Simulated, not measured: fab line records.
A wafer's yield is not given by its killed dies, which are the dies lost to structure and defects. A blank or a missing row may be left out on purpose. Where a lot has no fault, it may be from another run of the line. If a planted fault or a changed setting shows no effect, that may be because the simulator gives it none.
Problem report in the 8D (eight disciplines) form, filled by code ; flow gf180mcu ; the parts of the form that need people (team, actions taken, sign-off) are left out

## 1. THE PROBLEM
Mean of overpolishRunS at GF_V4_CMP_26: 0.045 s across 3 wafers in 3 lots; on wafers with no fault it is 15.000 s (standard deviation 0.0083). So: -99 or more standard deviations from the usual mean.
The step: polishes, stops on SiO2, t overpolish 15 s, target thk 0 nm.
The first sign was on wafer L698.3 at day 29 09:02, on cmp-01. The record holds 43 wafers of 15 lots with a number at this step. Rule for "out", or "out of limits": more than 4 standard deviations from the usual mean. The other wafers with a number count as sound.

## 2. WHAT IT IS; WHAT IT IS NOT
question;is;is not
which readings at this step;overpolishRunS, timeToEndpointS;motorCurrentA
which lots;L698, L699, L700;L682, L683, L684, L685, L686, L687, L688, L689, L690, L691, L704, L705
which wafers of those lots;L698.3, L699.5, L700.3;L698.6, L699.4, L700.1, L700.6
read on which tools;cmp-01;cmp-02
when;from day 29 09:02;"up to then (31 sound wafers); but 9 sound wafers of L699, L700, L704, L705 came after"

## 3. THE SUSPECTS, EACH WITH WHAT RULES IT OUT
Counting: if a tool at a process step up to the reading ran every lot that is out, it stays a suspect. Sound lots after the first of them don't rule it out here, since some wafers of a struck lot are sound.
- cmp-01 at GF_V4_CMP_26 (polishes, stops on SiO2, t overpolish 15 s, target thk 0 nm): kept. Every lot that is out went through it, the first being L698 (day 29 09:02); the last sound lot it ran before that was L691 (day 27 12:19). Out on those wafers are its own readings of overpolishRunS, timeToEndpointS.
Left after counting: cmp-01 at GF_V4_CMP_26.

## 4. THE CAUSE (what the simulator had put in)
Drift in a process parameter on cmp-01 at GF_V4_CMP_26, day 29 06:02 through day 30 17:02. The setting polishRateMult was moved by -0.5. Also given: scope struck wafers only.
Counting left only this tool.

## 5. THE CHAIN OF EFFECTS, in route order
One row per reading whose mean, taken over the struck wafers that have a number, lies over 3 standard deviations from the usual. Only readings whose record carries a usual standard deviation are examined. hours: median over the lots of the time between each lot's start at the first step of this table that gives one and its start at this step. sigmas: the change, counted in usual standard deviations.
hours;step;reading;usual;on struck wafers;change;sigmas
0;GF_V4_CMP_26;overpolishRunS;15.000 s;0.045;-14.955;-99 or more
0;GF_V4_CMP_26;timeToEndpointS;86 s;130;+44;+13
Here are the process steps it includes:
- GF_V4_CMP_26: polishes, stops on SiO2, t overpolish 15 s, target thk 0 nm.

## 6. HOW IT WOULD HAVE BEEN CAUGHT EARLIER
3 hours passed between the start of the fault at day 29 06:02 and the first reading out of limits in this record, taken at day 29 09:02.
